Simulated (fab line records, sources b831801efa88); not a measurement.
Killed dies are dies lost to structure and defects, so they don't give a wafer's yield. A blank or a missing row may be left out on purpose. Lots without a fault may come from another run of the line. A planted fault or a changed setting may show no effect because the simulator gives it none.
Problem report in the 8D (eight disciplines) form, filled by code | flow sky130 | the parts of the form that need people (team, actions taken, sign-off) are left out

1. THE PROBLEM
time_to_endpoint_s at SKY_VIA1_CMP_24 reads a mean of 37.3 s on 3 wafers of 3 lots; wafers without a fault read 65.4 s with a standard deviation of 2.3. That is -12 standard deviations from the usual mean.
The step: polishes, stops on SiO2, t overpolish 15 s, target thk 0 nm.
First seen on wafer L280.1, day 35 00:05, on cmp-02. The record holds 37 wafers of 13 lots with a number at this step. Rule for "out", or "out of limits": more than 4 standard deviations from the usual mean. The other wafers with a number count as sound.

2. WHAT IT IS AND WHAT IT IS NOT
question                    | is                     | is not
which readings at this step | time_to_endpoint_s     | motor_current_A, overpolish_run_s
which lots                  | L280, L281, L282       | L278, L279, L292, L293, L294, L296, L297, L298, L299, L300
which wafers of those lots  | L280.1, L281.2, L282.2 | L280.3, L280.5, L281.4, L282.4
read on which tools         | cmp-02                 | cmp-01
when                        | from day 35 00:05      | up to then (8 sound wafers); but 26 sound wafers of L281, L282, L292, L293, L294, L296, L297, L298, L299, L300 came after

3. SUSPECTS, AND WHAT RULES EACH OUT
Counting: a tool at a process step up to the reading stays a suspect if it ran every lot that is out. Sound lots after the first of them don't rule it out here, since some wafers of a struck lot are sound.
- cmp-02 at SKY_VIA1_CMP_24 (polishes, stops on SiO2, t overpolish 15 s, target thk 0 nm): kept. It ran every lot that is out, first L280 (day 35 00:05); its last sound lot up to then is L278 (day 34 21:41). Its own readings are out on those wafers: time_to_endpoint_s.
Left after counting: cmp-02 at SKY_VIA1_CMP_24.

4. THE CAUSE (what the simulator had put in)
Process parameter drift: cmp-02, from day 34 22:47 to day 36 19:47, at SKY_VIA1_CMP_24. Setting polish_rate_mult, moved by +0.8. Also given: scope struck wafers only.
Counting left only this tool.

5. THE CHAIN OF EFFECTS, in route order
Each row: a reading whose mean over the struck wafers that have a number lies more than 3 standard deviations from the usual. Only readings for which the record gives a usual standard deviation are gone through. hours: the time from each lot's start at the first step in this table that gives one to its start at this step, as a median over the lots. sigmas: the change in usual standard deviations.
hours | step            | reading            | usual  | on struck wafers | change | sigmas
0     | SKY_VIA1_CMP_24 | time_to_endpoint_s | 65.4 s | 37.3             | -28.1  | -12
The process steps in it:
- SKY_VIA1_CMP_24: polishes, stops on SiO2, t overpolish 15 s, target thk 0 nm.

6. WHAT WOULD HAVE CAUGHT IT SOONER
In this record the first reading out of limits was taken at day 35 00:05, 1 hour after the fault began at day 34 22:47.
